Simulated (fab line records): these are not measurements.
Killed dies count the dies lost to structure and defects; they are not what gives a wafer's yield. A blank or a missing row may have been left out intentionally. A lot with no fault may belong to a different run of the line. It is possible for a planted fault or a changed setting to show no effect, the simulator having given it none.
Check of tool commonality -- flow gf180mcu -- Lots sampled 14, wafers sampled 48

REASON IT WAS OPENED
2 of 14 lots carry a flag on the reading V5_CVD_02_THK at GF_V5_THK_MEAS_03. Wafers without a fault read 1447 nm, standard deviation 18.
Rule: a lot is flagged in two cases, either no wafer of it has a number, or all its wafers with numbers fall more than 4 standard deviations from that mean. All remaining lots are regarded as sound.

lot,measured,on,"V5_CVD_02_THK (nm), wafer by wafer",flag
L479,day 26 15:14,film-metro-03,1436 1455 1455,
L480,day 27 00:43,film-metro-01,1462 1461 1448,
L482,day 27 08:44,film-metro-01,1427 1460 1437,
L483,day 27 18:59,film-metro-01,1441 1449 1458,
L484,day 28 05:58,film-metro-01,1438 1471 1459,
L485,day 28 10:40,film-metro-04,1408 1419 1437,
L486,day 28 11:49,film-metro-01,1433 1477 1434,
L487,day 29 00:42,film-metro-04,1473 1470 1449,
L489,day 29 11:40,film-metro-04,1264 1256 1295 1264 1256 1294,FLAGGED
L490,day 29 21:56,film-metro-03,1449 1455 1444,
L491,day 30 01:07,film-metro-03,1300 1298 1279 1300 1298 1278,FLAGGED
L498,day 31 20:28,film-metro-03,1441 1448 1479,
L499,day 32 00:56,film-metro-04,1414 1435 1459,
L500,day 32 04:47,film-metro-04,1436 1445 1425,
The mean of the flagged lots' numbers is 1282 nm, -165 nm from the usual (-9 standard deviations).

WHICH TOOL RAN EACH LOT
The record keeps 1 process step preceding the reading, out of 602 steps on the route. Cell contents, in order: the tool; ch with the chambers the sampled wafers went through; the start.
lot,flag,GF_V5_CVD_02
L479,,"pecvd-01 ch 0,2, day 26 15:07"
L480,,"pecvd-01 ch 0,1,2, day 27 00:37"
L482,,"pecvd-02 ch 0,1, day 27 08:37"
L483,,"pecvd-04 ch 1,2, day 27 18:53"
L484,,"pecvd-02 ch 1,2, day 28 05:51"
L485,,"pecvd-01 ch 1,2, day 28 10:31"
L486,,"pecvd-02 ch 0,2, day 28 11:41"
L487,,"pecvd-04 ch 1,2, day 29 00:34"
L489,FLAGGED,"pecvd-04 ch 1,2, day 29 11:32"
L490,,"pecvd-02 ch 1,2, day 29 21:49"
L491,FLAGGED,"pecvd-04 ch 1,2, day 30 00:59"
L498,,"pecvd-01 ch 1,2, day 31 20:21"
L499,,"pecvd-02 ch 0,1, day 32 00:49"
L500,,"pecvd-01 ch 0,1,2, day 32 04:41"
These steps, and what they do:
- GF_V5_CVD_02: deposits SiO2 from TEOS, target thk 1450 nm, time 163.28 s.
- GF_V5_THK_MEAS_03

FLAGGED AGAINST TOTAL, ONE TOOL AT A TIME (gauges that did the reading follow at the end)
step,tool,lots run,flagged,share of the flagged lots,sound lots run after its first flagged lot
GF_V5_CVD_02,pecvd-01,5,0,none,-
GF_V5_CVD_02,pecvd-02,5,0,none,-
GF_V5_CVD_02,pecvd-04,4,2,all,0
GF_V5_THK_MEAS_03,film-metro-01,5,0,none,-
GF_V5_THK_MEAS_03,film-metro-03,4,1,some,1 (L498)
GF_V5_THK_MEAS_03,film-metro-04,5,1,some,"2 (L499,L500)"

WHAT THE TABLE PERMITS
Rows of the table that ran each flagged lot: 1, that is pecvd-04 at GF_V5_CVD_02.
- pecvd-04 at GF_V5_CVD_02 ran 4 lots, 2 of them flagged. Last sound lot L487 at day 29 00:34, first flagged lot L489 at day 29 11:32; a fault beginning in between fits.
One tool is left: pecvd-04 at GF_V5_CVD_02.

WHAT WAS PUT IN BY THE SIMULATOR
Site profile drift: pecvd-04, from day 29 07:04 on, at GF_V5_CVD_02. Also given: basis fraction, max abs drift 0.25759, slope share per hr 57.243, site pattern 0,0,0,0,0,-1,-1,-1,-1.
Lots struck among those shown: L489, L491. The same result came from the rule above.
